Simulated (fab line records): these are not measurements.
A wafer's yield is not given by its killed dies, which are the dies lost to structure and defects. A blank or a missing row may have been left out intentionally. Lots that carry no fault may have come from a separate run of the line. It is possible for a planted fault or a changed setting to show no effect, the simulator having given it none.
What tool caused it? + flow sfqLine + 14 lots with 41 wafers sampled at 6 steps, on a route of 325 steps

WHAT THE GAUGES READ, wafer by wafer
The record lacks any reading of a measuring or inspecting step that a usual standard deviation could be used to judge.

TOOL THAT RAN EACH LOT (tool first, then ch and the chambers of the sampled wafers, then the start)
| lot  | SFQ_TRILAYER_M1_ETCH_METAL_ETCH_042 | SFQ_TRILAYER_I1_DEP_PECVD_045   | SFQ_TRILAYER_M3_STRIP_STRIP_079  | SFQ_TRILAYER_I3_CMP_CMP_082   | SFQ_TRILAYER_I3_METRO_MEASURE_083 | SFQ_TRILAYER_I3_VIA_ETCH_VIA_ETCH_088 |
|------|-------------------------------------|---------------------------------|----------------------------------|-------------------------------|-----------------------------------|---------------------------------------|
| L297 | rieMetal-04 ch 0,1, day 22 07:07    | pecvd-04 ch 0,1,2, day 22 08:01 | rieMetal-02 ch 0,1, day 46 12:50 | cmp-02 ch 0,3, day 46 14:02   | filmMetro-04, day 46 17:16        | rieDiel-02 ch 0,2,3, day 46 20:15     |
| L300 | rieMetal-04 ch 0,1, day 23 14:17    | pecvd-01 ch 1,2, day 23 15:11   | rieMetal-04 ch 0,1, day 47 15:02 | cmp-01 ch 1,2,3, day 47 16:25 | filmMetro-03, day 47 19:02        | rieDiel-03 ch 0,1,2, day 47 22:34     |
| L303 | rieMetal-04 ch 0,1, day 25 13:54    | pecvd-03 ch 0,2, day 25 14:48   | rieMetal-04 ch 0,1, day 50 03:18 | cmp-02 ch 1,2,3, day 50 04:09 | filmMetro-02, day 50 07:16        | rieDiel-03 ch 0,2,3, day 50 16:35     |
| L304 | rieMetal-02 ch 0,1, day 26 03:06    | pecvd-01 ch 0,1, day 26 04:00   | rieMetal-04 ch 0, day 50 06:54   | cmp-01 ch 0,2,3, day 50 08:17 | filmMetro-02, day 50 10:55        | rieDiel-01 ch 0,1, day 50 17:47       |
| L305 | rieMetal-02 ch 0,1, day 26 10:55    | pecvd-03 ch 0,1,2, day 26 11:46 | rieMetal-02 ch 0,1, day 50 13:19 | cmp-01 ch 0,1, day 50 13:59   | filmMetro-02, day 50 17:30        | rieDiel-01 ch 0,1, day 50 22:35       |
| L306 | rieMetal-01 ch 0,1, day 26 14:31    | pecvd-04 ch 0,1,2, day 26 15:25 | rieMetal-01 ch 0,1, day 50 16:55 | cmp-02 ch 1,2, day 50 18:07   | filmMetro-02, day 50 21:20        | rieDiel-02 ch 1,2, day 51 00:16       |
| L307 | rieMetal-01 ch 0,1, day 27 00:07    | pecvd-01 ch 1, day 27 00:58     | rieMetal-02 ch 0,1, day 50 22:55 | cmp-01 ch 2,3, day 51 01:23   | filmMetro-04, day 51 04:54        | rieDiel-03 ch 1,3, day 51 08:01       |
| L308 | rieMetal-02 ch 0,1, day 27 01:19    | pecvd-03 ch 0,2, day 27 02:10   | rieMetal-01 ch 0,1, day 51 03:43 | cmp-01 ch 1,2, day 51 07:23   | filmMetro-03, day 51 10:54        | rieDiel-01 ch 0,2,3, day 51 16:13     |
| L313 | rieMetal-02 ch 0,1, day 29 10:53    | pecvd-04 ch 1,2, day 29 11:44   | rieMetal-01 ch 0,1, day 53 07:19 | cmp-02 ch 2,3, day 53 09:24   | filmMetro-04, day 53 12:55        | rieDiel-02 ch 1,2, day 53 16:46       |
| L314 | rieMetal-02 ch 0,1, day 30 02:16    | pecvd-03 ch 1,2, day 30 03:10   | rieMetal-02 ch 0, day 54 02:30   | cmp-01 ch 1,2,3, day 54 08:32 | filmMetro-03, day 54 10:51        | rieDiel-02 ch 0,1, day 54 14:10       |
| L315 | rieMetal-04 ch 0,1, day 30 10:42    | pecvd-03 ch 0,1,2, day 30 11:36 | rieMetal-04 ch 0,1, day 54 22:55 | cmp-02 ch 0,2,3, day 55 00:37 | filmMetro-03, day 55 03:20        | rieDiel-03 ch 0,2,3, day 55 06:23     |
| L317 | rieMetal-02 ch 0,1, day 31 03:28    | pecvd-03 ch 0,1, day 31 04:22   | rieMetal-04 ch 0,1, day 56 20:46 | cmp-02 ch 1,2,3, day 57 06:49 | filmMetro-04, day 57 09:56        | rieDiel-01 ch 0,2,3, day 57 13:35     |
| L318 | rieMetal-01 ch 1, day 31 19:13      | pecvd-03 ch 0,1,2, day 31 21:01 | rieMetal-04 ch 0,1, day 57 03:58 | cmp-01 ch 1,2,3, day 57 16:41 | filmMetro-03, day 57 18:48        | rieDiel-03 ch 0,1,2, day 62 20:58     |
| L319 | rieMetal-04 ch 0,1, day 31 21:28    | pecvd-04 ch 0,2, day 31 22:22   | rieMetal-02 ch 1, day 57 05:10   | cmp-02 ch 0,1,3, day 57 16:19 | filmMetro-04, day 57 19:08        | rieDiel-02 ch 2,3, day 62 22:10       |
- SFQ_TRILAYER_M1_ETCH_METAL_ETCH_042: etches Nb in Cl2/Ar, stops on SiO2, target depth 240 nm, time 120 s.
- SFQ_TRILAYER_I1_DEP_PECVD_045: deposits SiO2 from SiH4/N2O, time 111.11 s, target thk 500 nm.
- SFQ_TRILAYER_M3_STRIP_STRIP_079: strips in O2.
- SFQ_TRILAYER_I3_CMP_CMP_082: polishes SiO2.
- SFQ_TRILAYER_I3_METRO_MEASURE_083
- SFQ_TRILAYER_I3_VIA_ETCH_VIA_ETCH_088: etches SiO2 in CHF3, stops on Nb, target depth 260 nm.

AS READ BY THE TOOLS THEMSELVES (means over the sampled wafers that have a number; for cases with no such wafer, the mark the record gives instead)
SFQ_TRILAYER_M1_ETCH_METAL_ETCH_042. Usual: biasW 80.05 W, standard deviation 0.22; drypumpMotorCurrentA 5.9 A, standard deviation 0.44; oesProductAu 0.897 a.u., standard deviation 0.0075.
| lot  | tool        | biasW (W) | drypumpMotorCurrentA (A) | oesProductAu (a.u.) | flag |
|------|-------------|-----------|--------------------------|---------------------|------|
| L297 | rieMetal-04 | 79.93     | 6.5                      | 0.890               |      |
| L300 | rieMetal-04 | 80.15     | 6.6                      | 0.900               |      |
| L303 | rieMetal-04 | 80.03     | 6.6                      | 0.905               |      |
| L304 | rieMetal-02 | 80.07     | 5.9                      | 0.900               |      |
| L305 | rieMetal-02 | 79.96     | 5.9                      | 0.890               |      |
| L306 | rieMetal-01 | 80.10     | 5.5                      | 0.896               |      |
| L307 | rieMetal-01 | 80.13     | 5.5                      | 0.895               |      |
| L308 | rieMetal-02 | 79.92     | 5.9                      | 0.906               |      |
| L313 | rieMetal-02 | 80.17     | 5.7                      | 0.911               |      |
| L314 | rieMetal-02 | 80.30     | 5.9                      | 0.891               |      |
| L315 | rieMetal-04 | 80.10     | 6.5                      | 0.901               |      |
| L317 | rieMetal-02 | 80.01     | 5.7                      | 0.893               |      |
| L318 | rieMetal-01 | 80.00     | 5.6                      | 0.900               |      |
| L319 | rieMetal-04 | 79.95     | 6.6                      | 0.897               |      |

SFQ_TRILAYER_I1_DEP_PECVD_045. Usual: heaterPowerW 87 W, standard deviation 16; throttleValvePct 24.9 %, standard deviation 0.74.
| lot  | tool     | heaterPowerW (W) | throttleValvePct (%) | flag |
|------|----------|------------------|----------------------|------|
| L297 | pecvd-04 | 88               | 23.7                 |      |
| L300 | pecvd-01 | 96               | 24.0                 |      |
| L303 | pecvd-03 | 86               | 25.2                 |      |
| L304 | pecvd-01 | 97               | 24.3                 |      |
| L305 | pecvd-03 | 83               | 25.4                 |      |
| L306 | pecvd-04 | 89               | 24.2                 |      |
| L307 | pecvd-01 | 101              | 24.2                 |      |
| L308 | pecvd-03 | 92               | 25.4                 |      |
| L313 | pecvd-04 | 83               | 24.4                 |      |
| L314 | pecvd-03 | 71               | 25.1                 |      |
| L315 | pecvd-03 | 80               | 25.4                 |      |
| L317 | pecvd-03 | 89               | 25.7                 |      |
| L318 | pecvd-03 | 85               | 25.5                 |      |
| L319 | pecvd-04 | 93               | 24.5                 |      |

SFQ_TRILAYER_M3_STRIP_STRIP_079. Usual: drypumpMotorCurrentA 6.0 A, standard deviation 0.45; oesProductAu 0.997 a.u., standard deviation 0.0073.
| lot  | tool        | drypumpMotorCurrentA (A) | oesProductAu (a.u.) | flag |
|------|-------------|--------------------------|---------------------|------|
| L297 | rieMetal-02 | 5.8                      | 0.996               |      |
| L300 | rieMetal-04 | 6.5                      | 0.990               |      |
| L303 | rieMetal-04 | 6.5                      | 1.008               |      |
| L304 | rieMetal-04 | 6.5                      | 1.000               |      |
| L305 | rieMetal-02 | 5.9                      | 1.010               |      |
| L306 | rieMetal-01 | 5.5                      | 0.997               |      |
| L307 | rieMetal-02 | 5.8                      | 1.003               |      |
| L308 | rieMetal-01 | 5.5                      | 0.984               |      |
| L313 | rieMetal-01 | 5.5                      | 0.994               |      |
| L314 | rieMetal-02 | 6.0                      | 1.001               |      |
| L315 | rieMetal-04 | 6.5                      | 0.997               |      |
| L317 | rieMetal-04 | 6.6                      | 0.994               |      |
| L318 | rieMetal-04 | 6.5                      | 0.997               |      |
| L319 | rieMetal-02 | 5.6                      | 1.006               |      |

SFQ_TRILAYER_I3_CMP_CMP_082. Usual: motorCurrentA 9.9 A, standard deviation 0.87; timeToEndpointS 212 s, standard deviation 6.6.
| lot  | tool   | motorCurrentA (A) | timeToEndpointS (s) | flag |
|------|--------|-------------------|---------------------|------|
| L297 | cmp-02 | 10.6              | 215                 |      |
| L300 | cmp-01 | 9.6               | 210                 |      |
| L303 | cmp-02 | 10.4              | 208                 |      |
| L304 | cmp-01 | 9.2               | 209                 |      |
| L305 | cmp-01 | 8.6               | 206                 |      |
| L306 | cmp-02 | 10.2              | 208                 |      |
| L307 | cmp-01 | 9.9               | 277                 | OFF  |
| L308 | cmp-01 | 9.3               | 234                 | OFF  |
| L313 | cmp-02 | 10.7              | 219                 |      |
| L314 | cmp-01 | 9.7               | 215                 |      |
| L315 | cmp-02 | 10.7              | 222                 |      |
| L317 | cmp-02 | 10.4              | 217                 |      |
| L318 | cmp-01 | 9.4               | 218                 |      |
| L319 | cmp-02 | 10.7              | 213                 |      |

SFQ_TRILAYER_I3_METRO_MEASURE_083. Usual: thkNm reads 199.5 nm (standard deviation 1.1).
| lot  | tool         | thkNm (nm) | flag |
|------|--------------|------------|------|
| L297 | filmMetro-04 | 200.9      |      |
| L300 | filmMetro-03 | 199.3      |      |
| L303 | filmMetro-02 | 199.2      |      |
| L304 | filmMetro-02 | 199.1      |      |
| L305 | filmMetro-02 | 198.7      |      |
| L306 | filmMetro-02 | 199.3      |      |
| L307 | filmMetro-04 | 302.2      | OFF  |
| L308 | filmMetro-03 | 234.6      | OFF  |
| L313 | filmMetro-04 | 199.2      |      |
| L314 | filmMetro-03 | 199.2      |      |
| L315 | filmMetro-03 | 200.9      |      |
| L317 | filmMetro-04 | 200.0      |      |
| L318 | filmMetro-03 | 200.7      |      |
| L319 | filmMetro-04 | 200.6      |      |

SFQ_TRILAYER_I3_VIA_ETCH_VIA_ETCH_088. Usual: biasW 79.99 W, standard deviation 0.24; drypumpMotorCurrentA 5.6 A, standard deviation 0.43; oesProductAu 0.854 a.u., standard deviation 0.005.
| lot  | tool       | biasW (W) | drypumpMotorCurrentA (A) | oesProductAu (a.u.) | flag |
|------|------------|-----------|--------------------------|---------------------|------|
| L297 | rieDiel-02 | 80.07     | 6.0                      | 0.855               |      |
| L300 | rieDiel-03 | 79.91     | 5.3                      | 0.854               |      |
| L303 | rieDiel-03 | 80.23     | 5.4                      | 0.850               |      |
| L304 | rieDiel-01 | 79.89     | 6.0                      | 0.857               |      |
| L305 | rieDiel-01 | 79.81     | 5.7                      | 0.851               |      |
| L306 | rieDiel-02 | 79.76     | 5.7                      | 0.858               |      |
| L307 | rieDiel-03 | 79.75     | 5.7                      | 1.002               | OFF  |
| L308 | rieDiel-01 | 80.10     | 5.8                      | 0.900               | OFF  |
| L313 | rieDiel-02 | 79.89     | 5.7                      | 0.854               |      |
| L314 | rieDiel-02 | 80.11     | 5.7                      | 0.857               |      |
| L315 | rieDiel-03 | 79.95     | 5.4                      | 0.855               |      |
| L317 | rieDiel-01 | 79.86     | 5.7                      | 0.854               |      |
| L318 | rieDiel-03 | 80.12     | 5.3                      | 0.858               |      |
| L319 | rieDiel-02 | 80.29     | 6.1                      | 0.861               |      |

THE ANSWER, worked out from the rows above alone
Rule: a lot is off if the mean of its wafers that have a number lies more than 3 standard deviations from the usual mean. A lot without any number at a reading at which 4 lots or more have one is off too. Where the step has rows for the other lots, those lots are counted as sound. First the gauges in route order, then the tools' own readings, where a lot's mean is used as printed above. At the first step where some lot is off, the reading lying furthest off is the one used; lots without a number count as furthest.
Off: L307, L308 (SFQ_TRILAYER_I3_CMP_CMP_082, timeToEndpointS).
If a tool, at that step or one of the process steps before it, ran each lot that is off and ran no sound lot following the first of them, it fits. No candidate that was tried fits.

WHAT WAS PUT IN BY THE SIMULATOR
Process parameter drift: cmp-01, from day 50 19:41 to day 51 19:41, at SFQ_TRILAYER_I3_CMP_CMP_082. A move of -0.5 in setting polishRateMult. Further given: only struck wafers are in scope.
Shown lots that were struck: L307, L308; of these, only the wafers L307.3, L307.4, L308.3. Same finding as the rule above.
